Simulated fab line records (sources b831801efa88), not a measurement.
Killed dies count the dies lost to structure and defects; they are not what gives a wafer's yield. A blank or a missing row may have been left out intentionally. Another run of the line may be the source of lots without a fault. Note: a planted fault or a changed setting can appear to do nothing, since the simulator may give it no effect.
The tool behind it: which one? || flow gf180mcu || Sampling: 24 lots, 72 wafers, 5 of 602 route steps

== WHAT THE GAUGES SHOWED, per wafer ==
GF_V3_OVL_MEAS_15.
{"lot": "L074", "measured": "day 22 11:59", "on": "overlay-02", "V3_OVL (nm)": "5 7 4"}
{"lot": "L075", "measured": "day 23 07:39", "on": "overlay-01", "V3_OVL (nm)": "8 3 2"}
{"lot": "L076", "measured": "day 23 09:44", "on": "overlay-02", "V3_OVL (nm)": "-4 -3 -9"}
{"lot": "L077", "measured": "day 23 13:53", "on": "overlay-01", "V3_OVL (nm)": "5 11 9"}
{"lot": "L078", "measured": "day 24 06:10", "on": "overlay-02", "V3_OVL (nm)": "3 7 4"}
{"lot": "L079", "measured": "day 24 15:50", "on": "overlay-01", "V3_OVL (nm)": "-4 -2 6"}
{"lot": "L081", "measured": "day 25 00:41", "on": "overlay-01", "V3_OVL (nm)": "13 0 15"}
{"lot": "L080", "measured": "day 25 02:27", "on": "overlay-01", "V3_OVL (nm)": "4 14 8"}
{"lot": "L082", "measured": "day 25 09:32", "on": "overlay-02", "V3_OVL (nm)": "1 3 -2"}
{"lot": "L083", "measured": "day 25 17:14", "on": "overlay-02", "V3_OVL (nm)": "-2 14 10"}
{"lot": "L084", "measured": "day 25 22:41", "on": "overlay-02", "V3_OVL (nm)": "7 7 11"}
{"lot": "L085", "measured": "day 26 04:00", "on": "overlay-01", "V3_OVL (nm)": "13 -2 1"}
{"lot": "L086", "measured": "day 26 12:08", "on": "overlay-01", "V3_OVL (nm)": "10 -1 11"}
{"lot": "L087", "measured": "day 26 17:30", "on": "overlay-01", "V3_OVL (nm)": "2 2 6"}
{"lot": "L088", "measured": "day 27 05:36", "on": "overlay-01", "V3_OVL (nm)": "3 2 3"}
{"lot": "L089", "measured": "day 27 08:53", "on": "overlay-02", "V3_OVL (nm)": "7 5 1"}
{"lot": "L090", "measured": "day 27 18:10", "on": "overlay-01", "V3_OVL (nm)": "-7 -2 -1"}
{"lot": "L091", "measured": "day 28 02:53", "on": "overlay-02", "V3_OVL (nm)": "-8 -7 0"}
{"lot": "L092", "measured": "day 28 05:06", "on": "overlay-02", "V3_OVL (nm)": "8 15 4"}
{"lot": "L093", "measured": "day 28 09:47", "on": "overlay-02", "V3_OVL (nm)": "0 -3 -8"}
{"lot": "L094", "measured": "day 28 18:53", "on": "overlay-02", "V3_OVL (nm)": "9 7 16"}
{"lot": "L095", "measured": "day 29 03:44", "on": "overlay-01", "V3_OVL (nm)": "2 -9 4"}
{"lot": "L096", "measured": "day 29 05:53", "on": "overlay-01", "V3_OVL (nm)": "2 -1 1"}
{"lot": "L097", "measured": "day 29 10:57", "on": "overlay-01", "V3_OVL (nm)": "6 11 6"}

GF_M4_RS_MEAS_05: measures by four-point-probe.
{"lot": "L074", "measured": "day 22 13:37", "on": "film_metro-03", "M4_ALCU_RS (ohm/sq)": "0.0705 0.0692 0.0702"}
{"lot": "L075", "measured": "day 23 09:17", "on": "film_metro-03", "M4_ALCU_RS (ohm/sq)": "0.0691 0.0694 0.0690"}
{"lot": "L076", "measured": "day 23 11:47", "on": "film_metro-03", "M4_ALCU_RS (ohm/sq)": "0.0704 0.0691 0.0701"}
{"lot": "L077", "measured": "day 23 15:35", "on": "film_metro-04", "M4_ALCU_RS (ohm/sq)": "0.0689 0.0688 0.0709"}
{"lot": "L078", "measured": "day 24 08:11", "on": "film_metro-02", "M4_ALCU_RS (ohm/sq)": "0.0698 0.0694 0.0707"}
{"lot": "L079", "measured": "day 24 17:29", "on": "film_metro-03", "M4_ALCU_RS (ohm/sq)": "0.0681 0.0680 0.0683"}
{"lot": "L081", "measured": "day 25 02:22", "on": "film_metro-03", "M4_ALCU_RS (ohm/sq)": "0.0696 0.0695 0.0697"}
{"lot": "L080", "measured": "day 25 04:20", "on": "film_metro-03", "M4_ALCU_RS (ohm/sq)": "0.0689 0.0689 0.0692"}
{"lot": "L082", "measured": "day 25 11:10", "on": "film_metro-02", "M4_ALCU_RS (ohm/sq)": "0.0687 0.0684 0.0690"}
{"lot": "L083", "measured": "day 25 18:52", "on": "film_metro-03", "M4_ALCU_RS (ohm/sq)": "0.0694 0.0695 0.0708"}
{"lot": "L084", "measured": "day 26 00:18", "on": "film_metro-03", "M4_ALCU_RS (ohm/sq)": "0.0694 0.0688 0.0683"}
{"lot": "L085", "measured": "day 26 05:44", "on": "film_metro-04", "M4_ALCU_RS (ohm/sq)": "0.0700 0.0690 0.0690"}
{"lot": "L086", "measured": "day 26 14:20", "on": "film_metro-03", "M4_ALCU_RS (ohm/sq)": "0.0701 0.0692 0.0693"}
{"lot": "L087", "measured": "day 26 19:08", "on": "film_metro-03", "M4_ALCU_RS (ohm/sq)": "0.0685 0.0679 0.0694"}
{"lot": "L088", "measured": "day 27 07:14", "on": "film_metro-02", "M4_ALCU_RS (ohm/sq)": "0.0697 0.0700 0.0697"}
{"lot": "L089", "measured": "day 27 10:32", "on": "film_metro-04", "M4_ALCU_RS (ohm/sq)": "0.0702 0.0689 0.0694"}
{"lot": "L090", "measured": "day 27 19:47", "on": "film_metro-03", "M4_ALCU_RS (ohm/sq)": "0.0698 0.0698 0.0692"}
{"lot": "L091", "measured": "day 28 04:30", "on": "film_metro-03", "M4_ALCU_RS (ohm/sq)": "0.0683 0.0693 0.0681"}
{"lot": "L092", "measured": "day 28 06:46", "on": "film_metro-03", "M4_ALCU_RS (ohm/sq)": "0.0671 0.0678 0.0685"}
{"lot": "L093", "measured": "day 28 11:52", "on": "film_metro-04", "M4_ALCU_RS (ohm/sq)": "0.0682 0.0684 0.0681"}
{"lot": "L094", "measured": "day 28 21:17", "on": "film_metro-03", "M4_ALCU_RS (ohm/sq)": "0.0685 0.0684 0.0678"}
{"lot": "L095", "measured": "day 29 05:21", "on": "film_metro-02", "M4_ALCU_RS (ohm/sq)": "0.0692 0.0681 0.0685"}
{"lot": "L096", "measured": "day 29 07:35", "on": "film_metro-03", "M4_ALCU_RS (ohm/sq)": "0.0684 0.0694 0.0686"}
{"lot": "L097", "measured": "day 29 12:40", "on": "film_metro-03", "M4_ALCU_RS (ohm/sq)": "0.0712 0.0699 0.0707"}

== WHAT TOOL EACH LOT RAN ON (gives the tool, then ch and the chambers of the sampled wafers, and finally the start) ==
{"lot": "L074", "GF_V2_STRIP_18": "plasma_asher-04 ch 0,1, day 20 09:33", "GF_M3_SPUTTER_01": "pvd_sputter-01, day 20 10:53", "GF_M4_SPUTTER_01": "pvd_sputter-01, day 22 13:29"}
{"lot": "L075", "GF_V2_STRIP_18": "plasma_asher-04 ch 0,1, day 21 06:38", "GF_M3_SPUTTER_01": "pvd_sputter-02, day 21 07:56", "GF_M4_SPUTTER_01": "pvd_sputter-01, day 23 09:08"}
{"lot": "L076", "GF_V2_STRIP_18": "plasma_asher-01 ch 0,1, day 21 07:44", "GF_M3_SPUTTER_01": "pvd_sputter-01, day 21 09:04", "GF_M4_SPUTTER_01": "pvd_sputter-03, day 23 11:40"}
{"lot": "L077", "GF_V2_STRIP_18": "plasma_asher-01 ch 0,1, day 21 12:44", "GF_M3_SPUTTER_01": "pvd_sputter-02, day 21 14:08", "GF_M4_SPUTTER_01": "pvd_sputter-03, day 23 15:28"}
{"lot": "L078", "GF_V2_STRIP_18": "plasma_asher-03 ch 0,1, day 22 04:45", "GF_M3_SPUTTER_01": "pvd_sputter-01, day 22 06:05", "GF_M4_SPUTTER_01": "pvd_sputter-03, day 24 08:04"}
{"lot": "L079", "GF_V2_STRIP_18": "plasma_asher-03 ch 0,1, day 22 15:48", "GF_M3_SPUTTER_01": "pvd_sputter-03, day 22 17:08", "GF_M4_SPUTTER_01": "pvd_sputter-01, day 24 17:22"}
{"lot": "L081", "GF_V2_STRIP_18": "plasma_asher-03 ch 0,1, day 23 02:39", "GF_M3_SPUTTER_01": "pvd_sputter-01, day 23 04:04", "GF_M4_SPUTTER_01": "pvd_sputter-03, day 25 02:13"}
{"lot": "L080", "GF_V2_STRIP_18": "plasma_asher-03 ch 0,1, day 23 03:47", "GF_M3_SPUTTER_01": "pvd_sputter-02, day 23 05:05", "GF_M4_SPUTTER_01": "pvd_sputter-01, day 25 04:10"}
{"lot": "L082", "GF_V2_STRIP_18": "plasma_asher-03 ch 0,1, day 23 11:37", "GF_M3_SPUTTER_01": "pvd_sputter-02, day 23 12:56", "GF_M4_SPUTTER_01": "pvd_sputter-01, day 25 11:02"}
{"lot": "L083", "GF_V2_STRIP_18": "plasma_asher-01 ch 0,1, day 23 19:24", "GF_M3_SPUTTER_01": "pvd_sputter-01, day 23 20:44", "GF_M4_SPUTTER_01": "pvd_sputter-01, day 25 18:44"}
{"lot": "L084", "GF_V2_STRIP_18": "plasma_asher-04 ch 0,1, day 24 01:47", "GF_M3_SPUTTER_01": "pvd_sputter-02, day 24 03:07", "GF_M4_SPUTTER_01": "pvd_sputter-04, day 26 00:11"}
{"lot": "L085", "GF_V2_STRIP_18": "plasma_asher-01 ch 0,1, day 24 06:53", "GF_M3_SPUTTER_01": "pvd_sputter-02, day 24 08:22", "GF_M4_SPUTTER_01": "pvd_sputter-01, day 26 05:34"}
{"lot": "L086", "GF_V2_STRIP_18": "plasma_asher-04 ch 0,1, day 24 14:54", "GF_M3_SPUTTER_01": "pvd_sputter-03, day 24 16:14", "GF_M4_SPUTTER_01": "pvd_sputter-01, day 26 14:13"}
{"lot": "L087", "GF_V2_STRIP_18": "plasma_asher-04 ch 0,1, day 24 20:59", "GF_M3_SPUTTER_01": "pvd_sputter-01, day 24 22:17", "GF_M4_SPUTTER_01": "pvd_sputter-01, day 26 18:59"}
{"lot": "L088", "GF_V2_STRIP_18": "plasma_asher-01 ch 0,1, day 25 08:52", "GF_M3_SPUTTER_01": "pvd_sputter-02, day 25 10:13", "GF_M4_SPUTTER_01": "pvd_sputter-01, day 27 07:05"}
{"lot": "L089", "GF_V2_STRIP_18": "plasma_asher-04 ch 0,1, day 25 12:54", "GF_M3_SPUTTER_01": "pvd_sputter-01, day 25 14:14", "GF_M4_SPUTTER_01": "pvd_sputter-03, day 27 10:25"}
{"lot": "L090", "GF_V2_STRIP_18": "plasma_asher-04 ch 0,1, day 25 22:09", "GF_M3_SPUTTER_01": "pvd_sputter-01, day 25 23:29", "GF_M4_SPUTTER_01": "pvd_sputter-03, day 27 19:40"}
{"lot": "L091", "GF_V2_STRIP_18": "plasma_asher-03 ch 0,1, day 26 06:47", "GF_M3_SPUTTER_01": "pvd_sputter-02, day 26 08:07", "GF_M4_SPUTTER_01": "pvd_sputter-03, day 28 04:23"}
{"lot": "L092", "GF_V2_STRIP_18": "plasma_asher-01 ch 0,1, day 26 09:55", "GF_M3_SPUTTER_01": "pvd_sputter-03, day 26 11:14", "GF_M4_SPUTTER_01": "pvd_sputter-04, day 28 06:37"}
{"lot": "L093", "GF_V2_STRIP_18": "plasma_asher-01 ch 0,1, day 26 14:44", "GF_M3_SPUTTER_01": "pvd_sputter-01, day 26 16:11", "GF_M4_SPUTTER_01": "pvd_sputter-03, day 28 11:45"}
{"lot": "L094", "GF_V2_STRIP_18": "plasma_asher-01 ch 0,1, day 27 00:00", "GF_M3_SPUTTER_01": "pvd_sputter-01, day 27 01:20", "GF_M4_SPUTTER_01": "pvd_sputter-01, day 28 21:10"}
{"lot": "L095", "GF_V2_STRIP_18": "plasma_asher-04 ch 0,1, day 27 09:45", "GF_M3_SPUTTER_01": "pvd_sputter-02, day 27 11:07", "GF_M4_SPUTTER_01": "pvd_sputter-04, day 29 05:14"}
{"lot": "L096", "GF_V2_STRIP_18": "plasma_asher-03 ch 0,1, day 27 12:30", "GF_M3_SPUTTER_01": "pvd_sputter-03, day 27 13:50", "GF_M4_SPUTTER_01": "pvd_sputter-03, day 29 07:28"}
{"lot": "L097", "GF_V2_STRIP_18": "plasma_asher-04 ch 0,1, day 27 17:05", "GF_M3_SPUTTER_01": "pvd_sputter-02, day 27 18:23", "GF_M4_SPUTTER_01": "pvd_sputter-03, day 29 12:30"}
- GF_V2_STRIP_18: strips in O2/N2.
- GF_M3_SPUTTER_01: material TiN, target thk 30 nm, time 25 s.
- GF_M4_SPUTTER_01: material TiN, target thk 30 nm, time 25 s.

== AS READ BY THE TOOLS THEMSELVES (means over the sampled wafers that have a number; for cases with no such wafer, the mark the record gives instead) ==
GF_V2_STRIP_18.
{"lot": "L074", "tool": "plasma_asher-04", "drypump_motor_current_A (A)": 5.9, "heater_power_w (W)": 347, "oes_product_au (a.u.)": 0.592}
{"lot": "L075", "tool": "plasma_asher-04", "drypump_motor_current_A (A)": 5.9, "heater_power_w (W)": 345, "oes_product_au (a.u.)": 0.590}
{"lot": "L076", "tool": "plasma_asher-01", "drypump_motor_current_A (A)": 5.3, "heater_power_w (W)": 373, "oes_product_au (a.u.)": 0.593}
{"lot": "L077", "tool": "plasma_asher-01", "drypump_motor_current_A (A)": 5.3, "heater_power_w (W)": 372, "oes_product_au (a.u.)": 0.598}
{"lot": "L078", "tool": "plasma_asher-03", "drypump_motor_current_A (A)": 5.6, "heater_power_w (W)": 292, "oes_product_au (a.u.)": 0.593}
{"lot": "L079", "tool": "plasma_asher-03", "drypump_motor_current_A (A)": 5.9, "heater_power_w (W)": 282, "oes_product_au (a.u.)": 0.595}
{"lot": "L081", "tool": "plasma_asher-03", "drypump_motor_current_A (A)": 5.9, "heater_power_w (W)": 280, "oes_product_au (a.u.)": 0.598}
{"lot": "L080", "tool": "plasma_asher-03", "drypump_motor_current_A (A)": 5.9, "heater_power_w (W)": 279, "oes_product_au (a.u.)": 0.592}
{"lot": "L082", "tool": "plasma_asher-03", "drypump_motor_current_A (A)": 5.6, "heater_power_w (W)": 298, "oes_product_au (a.u.)": 0.594}
{"lot": "L083", "tool": "plasma_asher-01", "drypump_motor_current_A (A)": 5.3, "heater_power_w (W)": 377, "oes_product_au (a.u.)": 0.595}
{"lot": "L084", "tool": "plasma_asher-04", "drypump_motor_current_A (A)": 5.9, "heater_power_w (W)": 341, "oes_product_au (a.u.)": 0.594}
{"lot": "L085", "tool": "plasma_asher-01", "drypump_motor_current_A (A)": 5.3, "heater_power_w (W)": 372, "oes_product_au (a.u.)": 0.590}
{"lot": "L086", "tool": "plasma_asher-04", "drypump_motor_current_A (A)": 6.0, "heater_power_w (W)": 344, "oes_product_au (a.u.)": 0.598}
{"lot": "L087", "tool": "plasma_asher-04", "drypump_motor_current_A (A)": 6.0, "heater_power_w (W)": 340, "oes_product_au (a.u.)": 0.593}
{"lot": "L088", "tool": "plasma_asher-01", "drypump_motor_current_A (A)": 5.3, "heater_power_w (W)": 376, "oes_product_au (a.u.)": 0.595}
{"lot": "L089", "tool": "plasma_asher-04", "drypump_motor_current_A (A)": 5.9, "heater_power_w (W)": 350, "oes_product_au (a.u.)": 0.593}
{"lot": "L090", "tool": "plasma_asher-04", "drypump_motor_current_A (A)": 5.9, "heater_power_w (W)": 344, "oes_product_au (a.u.)": 0.592}
{"lot": "L091", "tool": "plasma_asher-03", "drypump_motor_current_A (A)": 5.6, "heater_power_w (W)": 291, "oes_product_au (a.u.)": 0.593}
{"lot": "L092", "tool": "plasma_asher-01", "drypump_motor_current_A (A)": 5.3, "heater_power_w (W)": 369, "oes_product_au (a.u.)": 0.595}
{"lot": "L093", "tool": "plasma_asher-01", "drypump_motor_current_A (A)": 5.3, "heater_power_w (W)": 371, "oes_product_au (a.u.)": 0.588}
{"lot": "L094", "tool": "plasma_asher-01", "drypump_motor_current_A (A)": 5.3, "heater_power_w (W)": 379, "oes_product_au (a.u.)": 0.593}
{"lot": "L095", "tool": "plasma_asher-04", "drypump_motor_current_A (A)": 5.9, "heater_power_w (W)": 346, "oes_product_au (a.u.)": 0.597}
{"lot": "L096", "tool": "plasma_asher-03", "drypump_motor_current_A (A)": 5.9, "heater_power_w (W)": 282, "oes_product_au (a.u.)": 0.592}
{"lot": "L097", "tool": "plasma_asher-04", "drypump_motor_current_A (A)": 5.9, "heater_power_w (W)": 342, "oes_product_au (a.u.)": 0.598}

GF_M3_SPUTTER_01.
{"lot": "L074", "tool": "pvd_sputter-01", "throttle_valve_pct (%)": 29.6}
{"lot": "L075", "tool": "pvd_sputter-02", "throttle_valve_pct (%)": 29.1}
{"lot": "L076", "tool": "pvd_sputter-01", "throttle_valve_pct (%)": 29.5}
{"lot": "L077", "tool": "pvd_sputter-02", "throttle_valve_pct (%)": 29.6}
{"lot": "L078", "tool": "pvd_sputter-01", "throttle_valve_pct (%)": 29.8}
{"lot": "L079", "tool": "pvd_sputter-03", "throttle_valve_pct (%)": 29.6}
{"lot": "L081", "tool": "pvd_sputter-01", "throttle_valve_pct (%)": 29.7}
{"lot": "L080", "tool": "pvd_sputter-02", "throttle_valve_pct (%)": 29.7}
{"lot": "L082", "tool": "pvd_sputter-02", "throttle_valve_pct (%)": 29.7}
{"lot": "L083", "tool": "pvd_sputter-01", "throttle_valve_pct (%)": 29.9}
{"lot": "L084", "tool": "pvd_sputter-02", "throttle_valve_pct (%)": 29.8}
{"lot": "L085", "tool": "pvd_sputter-02", "throttle_valve_pct (%)": 29.7}
{"lot": "L086", "tool": "pvd_sputter-03", "throttle_valve_pct (%)": 29.1}
{"lot": "L087", "tool": "pvd_sputter-01", "throttle_valve_pct (%)": 30.7}
{"lot": "L088", "tool": "pvd_sputter-02", "throttle_valve_pct (%)": 29.6}
{"lot": "L089", "tool": "pvd_sputter-01", "throttle_valve_pct (%)": 30.5}
{"lot": "L090", "tool": "pvd_sputter-01", "throttle_valve_pct (%)": 30.6}
{"lot": "L091", "tool": "pvd_sputter-02", "throttle_valve_pct (%)": 29.4}
{"lot": "L092", "tool": "pvd_sputter-03", "throttle_valve_pct (%)": 29.0}
{"lot": "L093", "tool": "pvd_sputter-01", "throttle_valve_pct (%)": 30.6}
{"lot": "L094", "tool": "pvd_sputter-01", "throttle_valve_pct (%)": 30.2}
{"lot": "L095", "tool": "pvd_sputter-02", "throttle_valve_pct (%)": 29.8}
{"lot": "L096", "tool": "pvd_sputter-03", "throttle_valve_pct (%)": 28.9}
{"lot": "L097", "tool": "pvd_sputter-02", "throttle_valve_pct (%)": 29.7}

GF_M4_SPUTTER_01.
{"lot": "L074", "tool": "pvd_sputter-01", "throttle_valve_pct (%)": 31.4}
{"lot": "L075", "tool": "pvd_sputter-01", "throttle_valve_pct (%)": 29.7}
{"lot": "L076", "tool": "pvd_sputter-03", "throttle_valve_pct (%)": 29.7}
{"lot": "L077", "tool": "pvd_sputter-03", "throttle_valve_pct (%)": 29.4}
{"lot": "L078", "tool": "pvd_sputter-03", "throttle_valve_pct (%)": 29.5}
{"lot": "L079", "tool": "pvd_sputter-01", "throttle_valve_pct (%)": 29.7}
{"lot": "L081", "tool": "pvd_sputter-03", "throttle_valve_pct (%)": 29.8}
{"lot": "L080", "tool": "pvd_sputter-01", "throttle_valve_pct (%)": 29.8}
{"lot": "L082", "tool": "pvd_sputter-01", "throttle_valve_pct (%)": 29.8}
{"lot": "L083", "tool": "pvd_sputter-01", "throttle_valve_pct (%)": 30.6}
{"lot": "L084", "tool": "pvd_sputter-04", "throttle_valve_pct (%)": 30.1}
{"lot": "L085", "tool": "pvd_sputter-01", "throttle_valve_pct (%)": 30.5}
{"lot": "L086", "tool": "pvd_sputter-01", "throttle_valve_pct (%)": 30.8}
{"lot": "L087", "tool": "pvd_sputter-01", "throttle_valve_pct (%)": 30.5}
{"lot": "L088", "tool": "pvd_sputter-01", "throttle_valve_pct (%)": 30.5}
{"lot": "L089", "tool": "pvd_sputter-03", "throttle_valve_pct (%)": 29.6}
{"lot": "L090", "tool": "pvd_sputter-03", "throttle_valve_pct (%)": 29.1}
{"lot": "L091", "tool": "pvd_sputter-03", "throttle_valve_pct (%)": 28.9}
{"lot": "L092", "tool": "pvd_sputter-04", "throttle_valve_pct (%)": 29.3}
{"lot": "L093", "tool": "pvd_sputter-03", "throttle_valve_pct (%)": 29.1}
{"lot": "L094", "tool": "pvd_sputter-01", "throttle_valve_pct (%)": 30.6}
{"lot": "L095", "tool": "pvd_sputter-04", "throttle_valve_pct (%)": 30.5}
{"lot": "L096", "tool": "pvd_sputter-03", "throttle_valve_pct (%)": 29.3}
{"lot": "L097", "tool": "pvd_sputter-03", "throttle_valve_pct (%)": 29.0}

== THE ANSWER, worked out from the rows above alone ==
Rule: the usual values come from the lots themselves. Put in order of their means at a reading, lots are off if they are a third of the lots or fewer, leave a main group of 4 or more, and stand apart from it by a gap of 3 or more times the standard deviation of the main group's means; of several such gaps the widest counts. If all means in a main group match to the digits the tables above print for the reading, that group is not used. Also off: a lot with no number at a reading for which 4 or more lots have one. The other lots that the step has rows for count as sound. First the gauges in route order, then the tools' own readings, where a lot's mean is used as printed above. At the first step where some lot is off, the reading lying furthest off is the one used; lots without a number count as furthest.
No lot is off at any reading shown: from this, nothing can be told.

== WHAT THE SIMULATOR HAD INSERTED ==
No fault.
